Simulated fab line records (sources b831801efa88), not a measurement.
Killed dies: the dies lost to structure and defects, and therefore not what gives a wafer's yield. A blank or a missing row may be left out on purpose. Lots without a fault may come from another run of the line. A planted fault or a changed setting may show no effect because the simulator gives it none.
Struck lot and sound lot, side by side | flow sky130 | 14 steps out of a route of 708
Sound: the wafers L327.2, L327.5, L327.6. The struck wafers were L334.1, L334.2, L334.6. The cause is named last.
For every step that has rows: the tool of each side, followed by ch and its chambers, followed by its first start. Under that, the readings that differ: sound wafers | struck wafers | difference of the means | sigmas: that difference in standard deviations of wafers without a fault.
alike: readings with means less than 2 such deviations apart, plus words and numbers identical on both sides. not compared: withheld readings, readings lacking a value on some wafer, bounds such as >300 that could conceal the same value, and numbers that have no deviation in the record and whose values overlap.
Wherever a step has rows on one side only, a row that says differs or no value, or a row with sigmas, the two part there. Numbers that don't overlap but have no deviation are shown without sigmas and don't part them. A reading missing from all wafers of one side parts the sides only when that side holds two or more wafers.

SKY_VIA2_OVL_MEAS_13:
  struck on overlay-02, day 39 09:18; sound on overlay-02, day 37 02:18
  alike: VIA2_OVL
SKY_VIA2_ETCH_14: etches BARC in N2/H2, stops on SiO2, time 45.9 s, target depth 60 nm.
  sound on rieDiel-04 ch 2,3, day 37 02:20; struck on rieDiel-04 ch 0,3, day 39 09:20
  alike: drypumpMotorCurrentA, oesProductAu, throttleValvePct
  not compared: rfHoursCounterH
SKY_VIA2_ETCH_15: etches SiO2 in C4F8/O2/Ar, stops on TiN, target depth 546 nm, time 84 s.
  sound on rieDiel-04 ch 2,3, day 37 02:23; struck on rieDiel-04 ch 0,3, day 39 09:23
  alike: oesProductAu
  not compared: rfHoursCounterH
SKY_VIA2_STRIP_16: strips in O2/N2.
  sound on plasmaAsher-01 ch 0,1, day 37 02:26; struck on plasmaAsher-04 ch 0,1, day 39 09:26
  alike: drypumpMotorCurrentA, oesProductAu, stripTimeToEndpointS
  not compared: rfHoursCounterH
then, 3 steps without rows for these wafers: SKY_VIA2_STRIP_17 (strips in post etch residue remover, time 1200 s); SKY_VIA2_CLEAN_18 (cleans in IPA, time 180 s); SKY_VIA2_CLEAN_19 (cleans in O3/DIW).
SKY_VIA2_SPUTTER_20: material TiN, target thk 20 nm, time 80 s.
  struck on pvdSputter-03, day 39 10:02; sound on pvdSputter-01, day 37 03:04
  alike: cathodeDcPowerW, throttleValvePct
SKY_VIA2_CVD_21: deposits W, target thk 420 nm, time 126.4 s.
  sound on cvdW-02 ch 0,1, day 37 03:07; struck on cvdW-01 ch 0,1, day 39 10:05
  alike: heaterPowerW
  not compared: sinceWetCleanH
SKY_VIA2_RS_MEAS_22: a four-point-probe measurement.
  struck on filmMetro-03, day 39 10:13; sound on filmMetro-04, day 37 03:16
  alike: VIA2_W_RS
SKY_VIA2_THK_MEAS_23: measures by xrf.
  struck on filmMetro-03, day 39 10:20; sound on filmMetro-04, day 37 03:23
  alike: VIA2_W_THK
then, 1 step without rows for these wafers: SKY_VIA2_CMP_24 (polishes, stops on SiO2, t overpolish 20 s, target thk 0 nm).
SKY_METAL3_SPUTTER_00: material Ti, target thk 15 nm, time 10 s.
  struck on pvdSputter-01, day 39 10:42; sound on pvdSputter-01, day 37 03:44
reading                                  | sound                | struck               | difference | sigmas
cathodeDcPowerW (W)                      | 3000.6 3000.2 2999.9 | 3580.2 3581.1 3581.0 | +580.5     | +99 or more
model.Ti_of_METAL3_SPUTTER_00.thkNm (nm) | 14.77 15.02 14.79    | 17.76 17.57 17.54    | +2.76      | 
  alike: throttleValvePct
then, 1 step without rows for these wafers: SKY_METAL3_SPUTTER_01 (material TiN, target thk 20 nm, time 16.7 s).

## WHERE THEY PART
SKY_METAL3_SPUTTER_00 only, going by this record.

WHY: whatever the simulator had introduced
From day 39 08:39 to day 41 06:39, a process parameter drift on pvdSputter-01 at SKY_METAL3_SPUTTER_00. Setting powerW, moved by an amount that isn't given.
